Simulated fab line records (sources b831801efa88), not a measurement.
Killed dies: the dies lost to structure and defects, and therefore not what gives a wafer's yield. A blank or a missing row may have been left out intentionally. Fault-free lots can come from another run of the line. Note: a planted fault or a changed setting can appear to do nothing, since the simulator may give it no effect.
fab line records	flow sky130
record: lots: 13	wafers: 39	last-day: 51
route steps=708 shown LI_CONTACT@383 LOCAL_INTERCONNECT@388 CONTACT@407 PAD_OPEN@708
lots with no fault: from the same line, run without faults
start-h: start of the lot's first displayed wafer, in hours after the record's first day	wait-h: how many hours have passed since the lot's step before this one	" same as the row above	L1.1+2: several wafers, shown together as one row	- no value present, or no start provided	* or withheld: withheld	< > ~ a bound
route shown NAME@n: a module of which the file shows steps, and the number in the route of the first	usual: mean/standard deviation taken from wafers without a fault	same: alike in all rows	chamber/n: place in a boat	sites: each site's reading	_std_site: their standard deviation	_edge_site: the outer-site mean with the inner-site mean subtracted	radius-mm: how far each site lies from the wafer's centre	mask NAME#n: copy n	behind: the last tool/chamber to shape the wafer	hold: the reason the lot was held/the length of the hold in hours/how it ended	device: the n, p or np transistor that did not switch	end of line: tests of these same wafers at the route's end	for a step that has no rows: nothing shown but its recipe	killed: at the first sort, the dies lost to defects and structure; wafer yield is something else	map: a wafer's dies, marking killed ones x, the rest . and places with no die _
set.NAME: the setting as run; set.NAME@STEP: as run at that earlier step	model.NAME: the simulator's own value behind a step, which no gauge read
steps of the route over a sample of lots; a table a step, a row a wafer
services: a tool's chamber out of use, with start hour (start-h, from the record's first day; less than 0 if before it), hours out, and reason
== steps ==
step: SKY_LI_CONTACT_CVD_21
recipe: material: W	target-thk-nm: 400	time-s: 120.56	temp-c: 400	pressure-torr: 40
usual: chamber-pressure-Torr: 39.99/0.08	heater-power-w: 948/100
lot.wafer	tool	chamber	start-h	wait-h	chamber-pressure-Torr	heater-power-w
L661.3	cvd-w-02	0	680.44	0.1	40.02	884
L661.4	"	1	"	"	39.87	1061
L661.5	"	1	"	"	39.93	1065
L664.2	cvd-w-02	0	715.90	0.0	40.01	893
L664.5	"	1	"	"	39.89	1079
L664.6	"	0	"	"	40.04	907
L667.1	cvd-w-02	0	723.20	0.0	40.19	888
L667.2	"	1	"	"	40.06	1085
L667.6	"	0	"	"	40.04	886
L668.3	cvd-w-01	1	741.59	0.1	40.03	802
L668.5	"	1	"	"	40.02	827
L668.6	"	0	"	"	40.05	1030
L670.2	cvd-w-02	1	754.05	0.0	39.99	1073
L670.5	"	1	"	"	40.02	1092
L670.6	"	0	"	"	39.96	890
L669.4	cvd-w-02	1	755.56	0.1	40.09	1051
L669.5	"	0	"	"	39.89	858
L669.6	"	1	"	"	40.04	1096
L671.2	cvd-w-01	0	760.35	0.0	39.92	1010
L671.3	"	1	"	"	40.06	815
L671.6	"	0	"	"	40.02	1000
L673.1	cvd-w-02	0	781.12	0.0	39.98	883
L673.2	"	1	"	"	40.16	1050
L673.5	"	1	"	"	40.10	1091
L679.2	cvd-w-01	1	824.55	0.0	40.04	825
L679.4	"	0	"	"	40.08	1045
L679.6	"	0	"	"	39.97	993
L681.3	cvd-w-01	0	834.95	0.1	39.97	1009
L681.4	"	1	"	"	39.86	812
L681.5	"	0	"	"	39.94	1016
L683.1	cvd-w-02	1	881.12	0.0	39.95	1081
L683.3	"	0	"	"	40.09	889
L683.6	"	1	"	"	39.92	1054
L684.1	cvd-w-01	1	882.25	0.0	39.96	824
L684.2	"	0	"	"	40.02	1012
L684.6	"	1	"	"	40.00	817
L682.2	cvd-w-01	1	885.05	0.0	39.93	813
L682.3	"	0	"	"	40.08	1026
L682.4	"	1	"	"	39.97	850
step: SKY_LOCAL_INTERCONNECT_RS_MEAS_01
recipe: thk-meas-gauge: four-point-probe	reads: TiN_of_LOCAL_INTERCONNECT_SPUTTER_00
usual: LOCAL_INTERCONNECT_TIN_RS: 14.17/0.16
lot.wafer	tool	chamber	start-h	wait-h	LOCAL_INTERCONNECT_TIN_RS[ohm/sq]
L661.3	film-metro-01	-	681.11	0.1	14.10
L661.4	"	-	"	"	14.23
L661.5	"	-	"	"	14.12
L664.2	film-metro-04	-	716.61	0.1	14.19
L664.5	"	-	"	"	14.23
L664.6	"	-	"	"	14.17
L667.1	film-metro-02	-	723.87	0.0	14.00
L667.2	"	-	"	"	14.36
L667.6	"	-	"	"	14.08
L668.3	film-metro-04	-	742.26	0.1	14.25
L668.5	"	-	"	"	14.33
L668.6	"	-	"	"	14.34
L670.2	film-metro-02	-	754.74	0.1	14.01
L670.5	"	-	"	"	14.09
L670.6	"	-	"	"	14.03
L669.4	film-metro-04	-	756.24	0.1	14.19
L669.5	"	-	"	"	13.93
L669.6	"	-	"	"	14.13
L671.2	film-metro-02	-	761.04	0.1	13.97
L671.3	"	-	"	"	14.38
L671.6	"	-	"	"	14.23
L673.1	film-metro-01	-	781.79	0.0	14.11
L673.2	"	-	"	"	14.21
L673.5	"	-	"	"	14.17
L679.2	film-metro-02	-	825.24	0.1	14.27
L679.4	"	-	"	"	14.19
L679.6	"	-	"	"	14.28
L681.3	film-metro-02	-	835.61	0.1	14.42
L681.4	"	-	"	"	14.35
L681.5	"	-	"	"	14.31
L683.1	film-metro-02	-	881.79	0.0	14.28
L683.3	"	-	"	"	14.12
L683.6	"	-	"	"	14.12
L684.1	film-metro-01	-	882.92	0.0	14.19
L684.2	"	-	"	"	14.12
L684.6	"	-	"	"	14.06
L682.2	film-metro-04	-	885.74	0.1	14.17
L682.3	"	-	"	"	14.15
L682.4	"	-	"	"	14.05
step: SKY_LOCAL_INTERCONNECT_STRIP_15
recipe: chemistry: O2/N2	power-w: 1400	pressure-mtorr: 1500	platen-temp-c: withheld	o2-flow-sccm: 3000	n2-flow-sccm: 300	overash-fraction: 0.5
usual: chamber-pressure-mTorr: 1500.0/1.3	drypump-motor-current-A: 6.1/0.38	n2-flow-sccm: 300.0/0.86	oes-product-au: 0.426/0.0044	strip-time-to-endpoint-s: 4.702/0.019
lot.wafer	tool	chamber	start-h	wait-h	chamber-pressure-mTorr	drypump-motor-current-A	n2-flow-sccm	oes-product-au	rf-hours-counter-h	strip-time-to-endpoint-s
L661.3	plasma-asher-04	0	709.89	0.1	1500.2	6.4	299.8	0.432	-	4.712
L661.4	"	1	"	"	1499.4	5.8	299.7	0.431	-	4.697
L661.5	"	1	"	"	1499.1	5.8	299.1	0.424	-	4.678
L664.2	plasma-asher-02	1	744.10	0.0	1501.9	5.8	300.1	0.430	63	4.715
L664.5	"	0	"	"	1501.7	6.3	301.1	0.425	-	4.709
L664.6	"	1	"	"	1502.6	5.8	298.6	0.432	-	4.692
L667.1	plasma-asher-03	0	751.81	0.0	1499.0	6.5	299.9	0.427	1	4.706
L667.2	"	1	"	"	1500.4	5.4	300.8	0.421	1	4.696
L667.6	"	0	"	"	1500.7	6.5	298.9	0.433	-	4.704
L668.3	plasma-asher-04	0	769.69	0.1	1498.3	6.4	301.4	0.424	-	4.698
L668.5	"	0	"	"	1501.5	6.4	299.7	0.431	-	4.680
L668.6	"	1	"	"	1502.1	5.8	298.6	0.433	-	4.664
L670.2	plasma-asher-03	1	782.37	0.1	1498.2	5.4	301.3	0.424	4	4.691
L670.5	"	1	"	"	1500.7	5.5	300.0	0.431	-	4.672
L670.6	"	0	"	"	1500.8	6.6	298.2	0.430	-	4.695
L669.4	plasma-asher-03	0	783.86	0.1	1201.8	6.6	300.7	0.421	-	5.038
L669.5	"	1	"	"	1199.9	5.4	300.5	0.417	-	5.012
L669.6	"	0	"	"	1199.9	6.6	300.8	0.423	-	5.041
L671.2	plasma-asher-03	0	788.25	0.1	1199.8	6.6	300.8	0.421	4	5.022
L671.3	"	0	"	"	1199.2	6.6	299.3	0.422	-	5.036
L671.6	"	0	"	"	1201.3	6.5	299.3	0.430	-	5.014
L673.1	plasma-asher-02	0	808.56	0.0	1498.6	6.4	299.6	0.420	70	4.722
L673.2	"	1	"	"	1499.7	5.8	299.6	0.433	70	4.715
L673.5	"	1	"	"	1496.8	5.8	300.4	0.430	-	4.738
L679.2	plasma-asher-02	0	851.59	0.0	1499.2	6.3	299.8	0.423	75	4.700
L679.4	"	1	"	"	1498.5	5.8	299.9	0.425	-	4.702
L679.6	"	0	"	"	1498.8	6.3	300.6	0.421	-	4.704
L681.3	plasma-asher-03	0	861.49	0.1	1502.8	6.6	299.9	0.429	-	4.706
L681.4	"	1	"	"	1497.6	5.5	298.9	0.414	-	4.725
L681.5	"	0	"	"	1500.5	6.6	298.9	0.425	-	4.721
L683.1	plasma-asher-03	1	907.84	0.0	1499.9	5.5	299.1	0.424	16	4.695
L683.3	"	1	"	"	1500.5	5.4	299.1	0.422	-	4.679
L683.6	"	1	"	"	1499.4	5.4	298.8	0.430	-	4.684
L684.1	plasma-asher-04	0	908.79	0.0	1499.9	6.4	298.9	0.423	109	4.711
L684.2	"	1	"	"	1499.9	5.8	300.4	0.428	109	4.705
L684.6	"	0	"	"	1501.1	6.4	298.3	0.427	-	4.699
L682.2	plasma-asher-02	0	911.69	0.0	1501.6	6.4	300.5	0.425	80	4.713
L682.3	"	1	"	"	1500.9	5.8	300.4	0.430	-	4.719
L682.4	"	0	"	"	1501.4	6.3	299.3	0.429	-	4.725
step: SKY_CONTACT_THK_MEAS_01
recipe: reads: Si3N4_of_CONTACT_CVD_00
usual: CONTACT_CVD_00_THK: 75.0/1.1
lot.wafer	tool	chamber	start-h	wait-h	CONTACT_CVD_00_THK[nm]
L661.3	film-metro-04	-	710.50	-	73.3
L661.4	"	-	"	"	73.9
L661.5	"	-	"	"	74.5
L664.2	film-metro-04	-	744.73	-	74.6
L664.5	"	-	"	"	74.1
L664.6	"	-	"	"	74.9
L667.1	film-metro-01	-	752.52	-	74.8
L667.2	"	-	"	"	74.0
L667.6	"	-	"	"	78.1
L668.3	film-metro-01	-	770.33	-	74.4
L668.5	"	-	"	"	74.0
L668.6	"	-	"	"	75.8
L670.2	film-metro-01	-	783.05	-	75.9
L670.5	"	-	"	"	76.0
L670.6	"	-	"	"	77.2
L669.4	film-metro-03	-	784.52	-	75.5
L669.5	"	-	"	"	76.5
L669.6	"	-	"	"	75.2
L671.2	film-metro-01	-	788.93	-	75.0
L671.3	"	-	"	"	74.0
L671.6	"	-	"	"	76.6
L673.1	film-metro-01	-	809.19	-	74.6
L673.2	"	-	"	"	73.9
L673.5	"	-	"	"	75.6
L679.2	film-metro-03	-	852.29	-	72.9
L679.4	"	-	"	"	75.2
L679.6	"	-	"	"	76.1
L681.3	film-metro-04	-	862.10	-	74.4
L681.4	"	-	"	"	75.5
L681.5	"	-	"	"	75.8
L683.1	film-metro-01	-	908.46	-	73.6
L683.3	"	-	"	"	74.4
L683.6	"	-	"	"	75.3
L684.1	film-metro-04	-	909.41	-	75.2
L684.2	"	-	"	"	73.3
L684.6	"	-	"	"	76.1
L682.2	film-metro-04	-	912.32	-	72.6
L682.3	"	-	"	"	72.7
L682.4	"	-	"	"	76.7
step: SKY_PAD_OPEN_PROBE_99
usual: killed_at_M0_to_M3: 43/6.8	killed_at_M4_up: 3.1/1.8	killed-at-contacts: 25/5.8	killed-at-front-end: 15/4.2	killed-at-other: 0.3/0.5	killed-dies: 87/9.7	killed-open: 47/7.3	killed-short: 39/6.6
same: gross-dies: 492	killed-at-back-side: 0
lot.wafer	tool	chamber	start-h	wait-h	killed_at_M0_to_M3	killed_at_M4_up	killed-at-contacts	killed-at-front-end	killed-at-other	killed-dies	killed-open	killed-short
L669.4	prober-01	-	1133.75	0.2	40	1	17	17	1	76	42	34
L669.5	prober-01	-	1133.80	0.2	49	3	25	13	0	90	50	40
L669.6	prober-01	-	1133.85	0.2	43	2	29	12	0	86	54	32
L684.1	prober-02	-	1214.66	0.1	46	7	27	17	0	97	59	38
L684.2	prober-02	-	1214.71	0.1	36	8	18	21	0	83	42	41
L684.6	prober-02	-	1214.91	0.2	48	2	26	15	1	92	64	28
killed by level:class
L669.4 VIA2:geometric-particle:open=9 LI_CONTACT:geometric-particle:open=8 METAL1:geometric-particle:short=8 VIA3:geometric-particle:open=6 FIELD_ISO:geometric-particle:open=5 VIA1:geometric-particle:open=5 CONTACT:geometric-particle:open=5 VIA2:geometric-particle:short=5
L669.5 CONTACT:geometric-particle:open=12 VIA3:geometric-particle:open=8 VIA1:geometric-particle:open=7 LI_CONTACT:geometric-particle:open=6 VIA1:geometric-particle:short=6 METAL1:geometric-particle:short=5 VIA2:geometric-particle:open=5 VIA2:geometric-particle:short=4
L669.6 VIA1:geometric-particle:open=16 LOCAL_INTERCONNECT:geometric-particle:short=8 LI_CONTACT:geometric-particle:open=7 CONTACT:geometric-particle:open=7 VIA2:geometric-particle:open=6 VIA3:geometric-particle:open=5 VIA1:geometric-particle:short=4 FIELD_ISO:geometric-particle:open=3
L684.1 CONTACT:geometric-particle:open=13 VIA1:geometric-particle:open=11 CONTACT:geometric-particle:short=7 VIA3:geometric-particle:open=6 POLY_GATE:geometric-particle:open=6 VIA2:geometric-particle:open=6 METAL2:geometric-particle:open=5 METAL2:geometric-particle:short=4
L684.2 CONTACT:geometric-particle:open=12 VIA1:geometric-particle:open=9 FIELD_ISO:geometric-particle:short=6 METAL2:geometric-particle:short=5 METAL3:geometric-particle:short=5 METAL4:geometric-particle:short=5 POLY_GATE:geometric-particle:short=4 CONTACT:geometric-particle:short=4
L684.6 VIA1:geometric-particle:open=15 VIA3:geometric-particle:open=9 CONTACT:geometric-particle:open=8 LI_CONTACT:geometric-particle:open=8 VIA2:geometric-particle:open=8 CONTACT:geometric-particle:short=6 FIELD_ISO:geometric-particle:short=4 POLY_GATE:geometric-particle:open=4
== services ==
tool	chamber	start-h	hours	kind
cvd-w-01	0	660.62	3.0	repair
plasma-asher-02	-	688.67	2.8	pm
plasma-asher-03	-	733.75	9.0	pm
plasma-asher-03	0	733.75	9.0	vent-cycle
plasma-asher-03	1	733.75	9.0	vent-cycle
cvd-w-02	-	738.13	6.9	pm
plasma-asher-03	0	742.75	-	clean
plasma-asher-03	1	742.75	-	clean
cvd-w-01	-	745.03	14.6	pm
plasma-asher-03	-	747.62	4.1	repair
plasma-asher-04	-	787.98	3.2	repair
cvd-w-02	-	799.67	2.8	pm
plasma-asher-04	-	825.93	1.8	repair
cvd-w-02	-	856.38	1.2	repair
cvd-w-01	1	863.11	6.3	repair
cvd-w-01	-	866.41	0.7	repair
plasma-asher-03	-	888.86	2.8	repair
cvd-w-01	-	904.00	14.0	pm
cvd-w-01	0	904.00	14.0	vent-cycle
cvd-w-01	1	904.00	14.0	vent-cycle
== key ==
first-sign: step: SKY_LOCAL_INTERCONNECT_STRIP_15	reading: chamber-pressure-mTorr	direction: down	sigmas: 99+	usual: 1500.0	struck: 1200.3
effect: step: SKY_LOCAL_INTERCONNECT_STRIP_15	reading: strip-time-to-endpoint-s	direction: up	sigmas: 17	usual: *	struck: *
met-at SKY_LOCAL_INTERCONNECT_STRIP_15
struck-lots L669,L671
tester-left-out L669,L671
not-acting-at SKY_LI_CONTACT_CVD_21,SKY_LOCAL_INTERCONNECT_RS_MEAS_01,SKY_CONTACT_THK_MEAS_01
onset-between 782.37 783.86
fault: kind: process-parameter-drift	tool: plasma-asher-03	chamber: -	onset-h: 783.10	steps: SKY_LOCAL_INTERCONNECT_STRIP_15	channel: pressure-mtorr	offset: -300	shape: step	end-h: 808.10	acts-in: these-recipes-only	stated: 1500
tester-left-out: of these lots the tester's yield and bins aren't shown, on N5 and GAA mostly nor the transistor test; their killed dies are dies lost to structure and defects alone, not to doping, threshold or leakage, so they don't give the yield
